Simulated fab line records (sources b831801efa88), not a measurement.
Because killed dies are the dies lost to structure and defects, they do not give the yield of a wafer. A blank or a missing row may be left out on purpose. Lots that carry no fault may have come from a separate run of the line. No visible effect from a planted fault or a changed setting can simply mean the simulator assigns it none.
Chamber matching	flow sky130	SKY_CAP2M_CVD_00 on pecvd-02 has 3 sister chambers
The step deposits SiO2, target thk 15.5 nm. 20 wafers are shown with their chamber, then 10 later ones without.

## WAFERS, EACH WITH ITS CHAMBER
wafer	chamber	heater_power_w (W)
L074.3	1	658
L074.4	0	789
L074.5	1	664
L075.2	2	750
L075.3	0	733
L075.5	1	774
L078.2	2	759
L078.3	1	834
L078.4	2	768
L079.1	1	808
L079.3	0	727
L079.6	1	787
L084.3	1	798
L084.4	1	796
L084.6	2	739
L086.1	0	677
L086.4	0	640
L086.5	2	694
L088.1	2	673
L088.3	0	776

SIGNATURES, as means of the wafers listed above
reading	chamber 0	chamber 1	chamber 2	scatter within a chamber
heater_power_w	723.67	764.88	730.50	56.6
Rule: for a wafer and a chamber, the distance is found by dividing, reading by reading, the gap between the wafer's reading and the chamber's mean by the reading's scatter, squaring, summing and taking the root. The wafer belongs to the nearest chamber; if the next one is less than 2 further off, it can't be placed. The scatter is the square root of a quotient: the sum, over the shown wafers, of each reading's squared deviation from its chamber's mean, divided by wafers minus chambers.

## WAFERS WITHOUT THEIR CHAMBER
wafer	heater_power_w (W)
L088.5	666
L089.3	749
L089.4	756
L089.6	809
L096.3	826
L096.4	698
L096.5	795
L097.1	748
L097.3	742
L097.5	753

## EACH ONE'S CHAMBER
wafer	from the rows above	in truth
L088.5	can't be placed: 0 or 2 or 1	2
L089.3	can't be placed: 1 or 2 or 0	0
L089.4	can't be placed: 1 or 2 or 0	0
L089.6	can't be placed: 1 or 2 or 0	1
L096.3	can't be placed: 1 or 2 or 0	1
L096.4	can't be placed: 0 or 2 or 1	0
L096.5	can't be placed: 1 or 2 or 0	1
L097.1	can't be placed: 1 or 2 or 0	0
L097.3	can't be placed: 2 or 0 or 1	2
L097.5	can't be placed: 1 or 2 or 0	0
0 of 10 placed correctly. These rows do not allow placing 10 (true chamber among the candidates in 10). 0 placed wrongly.
